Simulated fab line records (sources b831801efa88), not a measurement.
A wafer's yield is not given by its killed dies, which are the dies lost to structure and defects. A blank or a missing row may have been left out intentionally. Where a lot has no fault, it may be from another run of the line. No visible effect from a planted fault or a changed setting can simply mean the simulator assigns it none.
2 desks, one fault || flow sky130 || each desk holds nothing but its own numbers, with what lay behind them at the end

== FROM THE METROLOGY DESK ==
Means of the sampled wafers that have a number, per lot and without regard to the tool the lot ran on: this is what the gauges read. Any lot whose mean is over 4 standard deviations away from the usual mean is out of limits and marked OUT; that distance is given in the brackets.
Columns: A = cd-nm at SKY_METAL4_CD_MEAS_13, usual 299.2 nm; B = METAL4_OVL at SKY_METAL4_OVL_MEAS_14, usual -4 nm; C = VIA4_HDPCVD_THK at SKY_VIA4_THK_MEAS_01, usual 1747 nm
{"lot": "L832", "first seen here": "day 42 02:24", "A": 300.6, "B": -2, "C": 1732}
{"lot": "L837", "first seen here": "day 43 17:43", "A": 298.5, "B": -4, "C": 1768}
{"lot": "L845", "first seen here": "day 46 01:08", "A": 299.8, "B": 4, "C": "1274 (-25) OUT"}
{"lot": "L851", "first seen here": "day 47 10:11", "A": 300.2, "B": -6, "C": 1739}
{"lot": "L853", "first seen here": "day 47 15:59", "A": 298.6, "B": -8, "C": 1740}
Finding of this desk: L845 out of limits, first seen on L845 at day 46 02:25 (VIA4_HDPCVD_THK at SKY_VIA4_THK_MEAS_01). Within limits: L832, L837, L851, L853.

== TOOL OWNER'S DESK, hdpcvd-02 ==
The tool's own readings at SKY_VIA4_HDPCVD_00 (deposits SiO2, target thk 1750 nm, time 291.7 s): means of the sampled wafers that have a number, for each lot that ran on this tool. Any lot whose mean is over 4 standard deviations away from the usual mean is out of limits and marked OUT; that distance is given in the brackets.
Columns: A = run-length-s at SKY_VIA4_HDPCVD_00, usual 319.4 s; B = sih4-flow-sccm at SKY_VIA4_HDPCVD_00, usual 60.01 sccm; C = susceptor-temp-C at SKY_VIA4_HDPCVD_00, usual 400.01 C
{"lot": "L832", "first seen here": "day 42 03:34", "A": 319.6, "B": 60.00, "C": 399.85}
{"lot": "L845", "first seen here": "day 46 02:13", "A": "240.4 (-99 or more) OUT", "B": 59.88, "C": "-"}
This desk finds L845 out of limits, L845 being first, at day 46 02:13 (run-length-s at SKY_VIA4_HDPCVD_00). Within limits: L832.

== BROUGHT TOGETHER ==
On L845, at day 46 02:13, an alarm was possible from the tool owner's desk.
At day 46 02:25 the metrology desk could have sounded an alarm, on L845.
All the named lots went through SKY_VIA4_HDPCVD_00 on hdpcvd-02.

== WHAT WAS PUT IN BY THE SIMULATOR ==
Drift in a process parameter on hdpcvd-02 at SKY_VIA4_HDPCVD_00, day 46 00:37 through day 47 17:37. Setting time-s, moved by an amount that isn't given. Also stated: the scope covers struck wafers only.
Lots struck among those shown: L845.
Counting hours from when the fault started, the first reading out of limits came at 2 for the tool owner's desk and at 2 for the metrology desk.
